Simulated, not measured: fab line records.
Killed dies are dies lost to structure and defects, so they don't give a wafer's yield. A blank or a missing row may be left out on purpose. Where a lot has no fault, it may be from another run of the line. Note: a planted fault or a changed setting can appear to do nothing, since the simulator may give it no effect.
Which of the tools did it? ; flow sky130 ; Sampling: 24 lots, 72 wafers, 5 of 708 route steps

## WHAT THE GAUGES READ, wafer by wafer
SKY_VIA1_CD_MEAS_12: target cd 150 nm.
lot;measured;on;cdNm (nm)
L074;day 34 04:58;cdSem-02;147.7 149.0 149.3
L075;day 34 09:49;cdSem-02;151.3 152.2 151.0
L076;day 34 14:37;cdSem-02;146.9 147.6 147.1
L077;day 34 21:37;cdSem-02;151.0 152.2 150.8
L078;day 35 04:53;cdSem-02;148.0 147.6 148.5
L079;day 35 13:31;cdSem-02;149.2 149.8 150.0
L080;day 35 21:26;cdSem-01;148.8 148.7 149.6
L081;day 36 17:44;cdSem-01;151.5 151.1 149.4
L082;day 36 19:54;cdSem-01;150.7 149.9 150.0
L083;day 36 20:32;cdSem-01;148.7 147.8 148.8
L084;day 37 00:12;cdSem-02;151.8 152.5 151.2
L085;day 37 10:00;cdSem-02;150.6 150.9 151.0
L086;day 37 19:27;cdSem-02;148.1 151.1 149.7
L087;day 38 07:48;cdSem-01;150.5 154.1 150.8
L088;day 38 09:36;cdSem-01;152.1 151.2 151.1
L089;day 38 16:48;cdSem-02;151.4 150.1 149.5
L090;day 38 22:51;cdSem-02;148.1 149.3 150.9
L091;day 39 09:24;cdSem-02;145.6 147.2 145.4
L092;day 39 15:21;cdSem-01;151.0 150.5 150.3
L093;day 39 17:17;cdSem-02;149.9 151.9 150.0
L094;day 40 01:48;cdSem-02;151.1 149.4 150.0
L095;day 40 10:45;cdSem-02;150.5 150.0 150.5
L096;day 40 16:13;cdSem-01;148.4 148.6 148.8
L097;day 40 21:56;cdSem-02;146.8 148.1 146.6

SKY_VIA1_RS_MEAS_22: measures by four-point-probe.
lot;measured;on;VIA1_W_RS (ohm/sq)
L074;day 34 05:58;filmMetro-01;0.428 0.425 0.429
L075;day 34 10:51;filmMetro-02;0.432 0.429 0.435
L076;day 34 15:39;filmMetro-01;0.427 0.430 0.425
L077;day 34 22:37;filmMetro-02;0.425 0.420 0.427
L078;day 35 05:54;filmMetro-04;0.421 0.426 0.424
L079;day 35 14:31;filmMetro-02;0.432 0.433 0.429
L080;day 35 22:25;filmMetro-02;0.426 0.434 0.427
L081;day 36 18:46;filmMetro-01;0.428 0.432 0.426
L082;day 36 20:56;filmMetro-01;0.431 0.429 0.427
L083;day 36 21:31;filmMetro-01;0.431 0.434 0.431
L084;day 37 01:13;filmMetro-04;0.435 0.424 0.431
L085;day 37 11:02;filmMetro-01;0.431 0.431 0.422
L086;day 37 20:26;filmMetro-04;0.428 0.429 0.434
L087;day 38 08:47;filmMetro-02;0.418 0.424 0.429
L088;day 38 10:37;filmMetro-02;0.425 0.434 0.431
L089;day 38 17:54;filmMetro-04;0.430 0.427 0.429
L090;day 38 23:56;filmMetro-02;0.427 0.429 0.424
L091;day 39 10:26;filmMetro-01;0.431 0.430 0.422
L092;day 39 16:20;filmMetro-04;0.429 0.433 0.435
L093;day 39 18:16;filmMetro-02;0.432 0.421 0.428
L094;day 40 02:47;filmMetro-04;0.426 0.430 0.423
L095;day 40 11:45;filmMetro-02;0.434 0.434 0.423
L096;day 40 17:13;filmMetro-02;0.425 0.428 0.427
L097;day 40 23:03;filmMetro-02;0.427 0.428 0.423

SKY_METAL2_THK_MEAS_06: measures by xrf.
lot;measured;on;METAL2_ALCU_THK (nm)
L074;day 34 06:41;filmMetro-02;243.7 246.0 245.5
L075;day 34 11:35;filmMetro-04;249.3 254.5 250.4
L076;day 34 16:23;filmMetro-04;250.4 250.3 248.6
L077;day 34 23:20;filmMetro-02;245.7 251.0 248.3
L078;day 35 06:38;filmMetro-02;250.0 246.9 247.7
L079;day 35 15:14;filmMetro-02;247.8 248.5 249.6
L080;day 35 23:10;filmMetro-03;251.9 250.8 252.4
L081;day 36 19:31;filmMetro-03;250.7 253.9 253.2
L082;day 36 21:40;filmMetro-03;252.1 251.4 251.0
L083;day 36 22:16;filmMetro-03;251.7 251.6 251.3
L084;day 37 01:58;filmMetro-02;251.7 248.9 248.9
L085;day 37 11:46;filmMetro-02;246.8 248.2 244.1
L086;day 37 21:11;filmMetro-03;247.3 247.8 247.6
L087;day 38 09:32;filmMetro-04;246.0 247.4 245.2
L088;day 38 11:22;filmMetro-03;254.2 253.6 253.4
L089;day 38 18:38;filmMetro-04;249.6 247.8 247.8
L090;day 39 00:40;filmMetro-03;254.4 252.4 250.8
L091;day 39 11:31;filmMetro-02;248.0 246.0 249.4
L092;day 39 17:04;filmMetro-02;248.4 248.6 250.4
L093;day 39 19:01;filmMetro-03;256.5 255.7 254.5
L094;day 40 03:31;filmMetro-03;246.1 249.8 248.9
L095;day 40 12:31;filmMetro-04;250.2 246.3 249.5
L096;day 40 17:58;filmMetro-03;250.4 249.5 251.4
L097;day 40 23:55;filmMetro-02;251.2 248.6 250.3

SKY_CAPM_THK_MEAS_01.
lot;measured;on;CAPM_CVD_00_THK (nm)
L074;day 36 14:22;filmMetro-02;15.45 15.84 15.52
L075;day 36 19:21;filmMetro-02;15.55 15.55 15.87
L076;day 37 00:39;filmMetro-03;15.18 15.49 15.60
L077;day 37 05:55;filmMetro-03;15.36 15.64 15.81
L078;day 37 15:23;filmMetro-02;15.45 15.96 15.87
L079;day 37 23:05;filmMetro-03;15.02 15.22 15.63
L080;day 38 07:30;filmMetro-02;15.10 15.20 15.39
L081;day 39 02:57;filmMetro-01;15.47 15.74 15.65
L082;day 39 04:23;filmMetro-03;15.41 15.41 15.61
L083;day 39 04:56;filmMetro-02;15.59 15.73 15.93
L084;day 39 08:09;filmMetro-03;15.41 15.70 15.65
L085;day 39 17:23;filmMetro-03;15.61 15.62 15.85
L086;day 40 01:12;filmMetro-02;15.32 15.25 15.62
L087;day 40 14:26;filmMetro-01;15.26 15.57 15.05
L088;day 40 15:10;filmMetro-01;15.46 15.55 15.56
L089;day 40 23:18;filmMetro-03;15.42 15.39 15.92
L090;day 41 03:37;filmMetro-03;15.39 15.32 15.54
L091;day 41 14:17;filmMetro-02;15.26 15.35 15.32
L092;day 41 20:15;filmMetro-02;15.32 15.41 15.50
L093;day 41 22:37;filmMetro-03;15.40 15.36 15.53
L094;day 42 06:47;filmMetro-01;15.16 15.34 15.50
L095;day 42 15:30;filmMetro-03;15.67 15.64 16.02
L096;day 42 19:29;filmMetro-01;15.27 15.42 15.41
L097;day 43 02:33;filmMetro-02;15.11 15.49 15.35

## TOOL THAT RAN EACH LOT (tool first, then ch and the chambers of the sampled wafers, then the start)
lot;SKY_VIA1_CVD_21
L074;cvdW-01 ch 0,1, day 34 05:52
L075;cvdW-01 ch 0,1, day 34 10:44
L076;cvdW-01 ch 0,1, day 34 15:32
L077;cvdW-01 ch 0,1, day 34 22:29
L078;cvdW-02 ch 0,1, day 35 05:49
L079;cvdW-02 ch 0,1, day 35 14:23
L080;cvdW-02 ch 0, day 35 22:20
L081;cvdW-01 ch 0,1, day 36 18:41
L082;cvdW-02 ch 1, day 36 20:49
L083;cvdW-01 ch 0,1, day 36 21:26
L084;cvdW-01 ch 0,1, day 37 01:08
L085;cvdW-01 ch 0,1, day 37 10:54
L086;cvdW-02 ch 0,1, day 37 20:20
L087;cvdW-01 ch 0,1, day 38 08:42
L088;cvdW-02 ch 0,1, day 38 10:32
L089;cvdW-01 ch 0, day 38 17:43
L090;cvdW-01 ch 0, day 38 23:44
L091;cvdW-02 ch 0,1, day 39 10:20
L092;cvdW-02 ch 0,1, day 39 16:14
L093;cvdW-02 ch 0,1, day 39 18:11
L094;cvdW-02 ch 0,1, day 40 02:41
L095;cvdW-01 ch 0,1, day 40 11:40
L096;cvdW-02 ch 0,1, day 40 17:07
L097;cvdW-02 ch 0,1, day 40 22:58
- SKY_VIA1_CVD_21: deposits W, target thk 270 nm, time 80.902 s.

## WHAT THE TOOLS THEMSELVES READ (means of the sampled wafers that have a number; where no wafer has one, the mark that the record gives instead)
SKY_VIA1_CVD_21.
lot;tool;heaterPowerW (W)
L074;cvdW-01;909
L075;cvdW-01;927
L076;cvdW-01;874
L077;cvdW-01;904
L078;cvdW-02;767
L079;cvdW-02;702
L080;cvdW-02;638
L081;cvdW-01;917
L082;cvdW-02;828
L083;cvdW-01;873
L084;cvdW-01;873
L085;cvdW-01;854
L086;cvdW-02;705
L087;cvdW-01;860
L088;cvdW-02;706
L089;cvdW-01;827
L090;cvdW-01;826
L091;cvdW-02;731
L092;cvdW-02;730
L093;cvdW-02;744
L094;cvdW-02;735
L095;cvdW-01;873
L096;cvdW-02;763
L097;cvdW-02;781

## THE ANSWER, worked out from the rows above alone
Rule: what is usual is taken from the lots themselves. Put in order of their means at a reading, lots are off if they are a third of the lots or fewer, leave a main group of 4 or more, and stand apart from it by a gap of 3 or more times the standard deviation of the main group's means; of several such gaps the widest counts. The tables above print the reading to a certain number of digits; a main group whose means all agree to those digits is not used. A lot without any number at a reading at which 4 lots or more have one is off too. The other lots that the step has rows for count as sound. The gauges are gone through in route order, then the tools' own readings, and for those a lot's mean is taken as printed above. At the first step where some lot is off, the reading lying furthest off is the one used; lots without a number count as furthest.
No lot is off at any reading shown: from this, nothing can be told.

## WHAT THE SIMULATOR HAD INSERTED
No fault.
